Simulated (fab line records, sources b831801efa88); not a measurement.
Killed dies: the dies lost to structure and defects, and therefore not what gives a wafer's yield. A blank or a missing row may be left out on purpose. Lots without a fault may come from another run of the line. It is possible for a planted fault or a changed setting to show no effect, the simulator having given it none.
Matching of chambers / flow sky130 / SKY_VIA2_CMP_24 on cmp-02 has 4 sister chambers
The step polishes, stops on SiO2, t overpolish 20 s, target thk 0 nm. 8 wafers are shown with their chamber, then 8 later ones without.

== EACH WAFER AND ITS CHAMBER ==
wafer=L460.4; chamber=2; motor_current_A (A)=9.9; time_to_endpoint_s (s)=98
wafer=L459.2; chamber=2; motor_current_A (A)=10.6; time_to_endpoint_s (s)=104
wafer=L468.5; chamber=1; motor_current_A (A)=11.9; time_to_endpoint_s (s)=96
wafer=L472.1; chamber=3; motor_current_A (A)=11.7; time_to_endpoint_s (s)=104
wafer=L474.1; chamber=1; motor_current_A (A)=11.6; time_to_endpoint_s (s)=93
wafer=L474.4; chamber=3; motor_current_A (A)=12.0; time_to_endpoint_s (s)=98
wafer=L474.6; chamber=0; motor_current_A (A)=11.2; time_to_endpoint_s (s)=102
wafer=L475.1; chamber=0; motor_current_A (A)=11.0; time_to_endpoint_s (s)=107

== WAFERS WHOSE CHAMBER IS MISSING ==
wafer=L475.2; motor_current_A (A)=11.2; time_to_endpoint_s (s)=102
wafer=L475.4; motor_current_A (A)=11.0; time_to_endpoint_s (s)=101
wafer=L477.4; motor_current_A (A)=10.8; time_to_endpoint_s (s)=91
wafer=L477.5; motor_current_A (A)=10.1; time_to_endpoint_s (s)=98
wafer=L477.6; motor_current_A (A)=11.4; time_to_endpoint_s (s)=92
wafer=L479.2; motor_current_A (A)=11.6; time_to_endpoint_s (s)=107
wafer=L479.3; motor_current_A (A)=10.1; time_to_endpoint_s (s)=107
wafer=L479.6; motor_current_A (A)=11.4; time_to_endpoint_s (s)=101

== EACH ONE'S CHAMBER ==
wafer=L475.2; from the rows above=can't be placed: 0 or 3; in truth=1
wafer=L475.4; from the rows above=can't be placed: 0 or 2 or 3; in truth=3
wafer=L477.4; from the rows above=can't be placed: 2 or 1 or 0 or 3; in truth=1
wafer=L477.5; from the rows above=2; in truth=2
wafer=L477.6; from the rows above=can't be placed: 1 or 3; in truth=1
wafer=L479.2; from the rows above=can't be placed: 0 or 3 or 1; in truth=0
wafer=L479.3; from the rows above=can't be placed: 2 or 0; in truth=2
wafer=L479.6; from the rows above=can't be placed: 0 or 3 or 1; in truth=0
Correct placement for 1 of the 8. Cannot be placed on the basis of these rows: 7; the candidates contain the true chamber in 6. 0 placed wrongly.
How it was worked out, from the rows above alone: a wafer's distance from a chamber is the root of the sum, over the readings, of the square of ((its reading less the chamber's mean) divided by the reading's scatter). The wafer belongs to the nearest chamber; if the next one is less than 2 further off, it can't be placed. For every chamber, the mean is computed from those of its wafers that are shown. The scatter is the square root of a quotient: the sum, over the shown wafers, of each reading's squared deviation from its chamber's mean, divided by wafers minus chambers.
